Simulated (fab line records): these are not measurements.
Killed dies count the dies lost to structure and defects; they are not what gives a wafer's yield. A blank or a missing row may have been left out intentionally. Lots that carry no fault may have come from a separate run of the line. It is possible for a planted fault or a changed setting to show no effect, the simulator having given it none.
Struck lot and sound lot, side by side | flow sky130 | 15 steps out of a route of 708
Sound: these wafers, L310.2, L310.3, L310.5. Wafers L324.2, L324.4, L324.5 were the ones struck. Last of all comes the cause.
For every step that has rows: the tool of each side, followed by ch and its chambers, followed by its first start. Under that, the readings that differ: sound wafers | struck wafers | difference of the means | sigmas: that difference in standard deviations of wafers without a fault.
alike: same words and numbers on both sides, and readings whose means sit less than 2 such deviations apart. not compared: any withheld reading, any reading some wafer has no value for, any bound like >300 that may hide the same value, and any number with overlapping values for which the record gives no deviation.
Wherever a step has rows on one side only, a row that says differs or no value, or a row with sigmas, the two part there. Numbers that don't overlap but have no deviation are shown without sigmas and don't part them. Lack of a reading on every wafer of one side parts them only where that side has two or more wafers.

SKY_LDD_HVP_TW_MEAS_10:
  struck on film metro-01, day 28 01:13; sound on film metro-01, day 23 02:34
  alike: LDD_HVP_TW
then, 7 steps without rows for these wafers: SKY_LDD_LDN_DEHYDRATE_00 (time 60 s); SKY_LDD_LDN_HMDS_01 (prime time 60 s); SKY_LDD_LDN_COAT_02 (resist thk 1140 nm); SKY_LDD_LDN_SOFTBAKE_03 (time 60 s); SKY_LDD_LDN_EXPOSE_04 (exposes mask LDNTM, target cd 700 nm); SKY_LDD_LDN_PEB_05; SKY_LDD_LDN_DEVELOP_06 (develop time 60 s).
SKY_LDD_LDN_OVL_MEAS_07:
  struck on overlay-02, day 29 05:05; sound on overlay-02, day 24 08:17
  alike: LDD_LDN_OVL
then, 3 steps without rows for these wafers: SKY_LDD_LDN_IMPLANT_08; SKY_LDD_LDN_IMPLANT_09; SKY_LDD_LDN_IMPLANT_10.
SKY_LDD_LDN_IMPLANT_11:
  sound on implanter-01 ch 0, day 24 08:48; struck on implanter-01 ch 0, day 29 05:35
  reading            | sound                            | struck                        | difference | sigmas
  dose ions cm2      | 1.2488e+13 1.2496e+13 1.2477e+13 | 7.484e+12 7.462e+12 7.496e+12 | -5.006e+12 | -99 or more
  faraday current uA | 70.2 70.4 68.7                   | 41.2 43.2 41.2                | -27.9      | -20
  alike: beam on s
SKY_LDD_LDN_STRIP_12: strips in O2/N2.
  sound on plasma asher-04 ch 0,1, day 24 08:55; struck on plasma asher-03 ch 0,1, day 29 05:43
  reading                     | sound          | struck         | difference | sigmas
  drypump motor current A (A) | 6.09 6.19 6.11 | 5.60 5.50 5.54 | -0.58      | -2
  alike: chamber pressure mTorr, oes product au, strip time to endpoint s
  not compared: rf hours counter h
-- record jumps: 21 days separate the struck wafers' starts on either side; left off in module LDD_LDN, taken up again in module PAD_OPEN, whose first shown step is the route's number 708 --
SKY_PAD_OPEN_PROBE_99:
  struck on prober-01, day 49 23:44; sound on prober-02, day 46 19:04
  alike: killed_at_M0_to_M3, killed_at_M4_up, killed at contacts, killed at front end, killed at other, killed dies, killed open, killed short
  not compared: model.etest.tip sonos.rs ohm sq

## WHERE THEY PART
Last at SKY_LDD_LDN_STRIP_12 as far as this record goes, first at SKY_LDD_LDN_IMPLANT_11. Later steps at which nothing parts them and some readings are alike: SKY_PAD_OPEN_PROBE_99.

WHY: the cause the simulator had injected
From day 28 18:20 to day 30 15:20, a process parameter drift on implanter-01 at SKY_LDD_LDN_IMPLANT_11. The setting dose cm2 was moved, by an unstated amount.
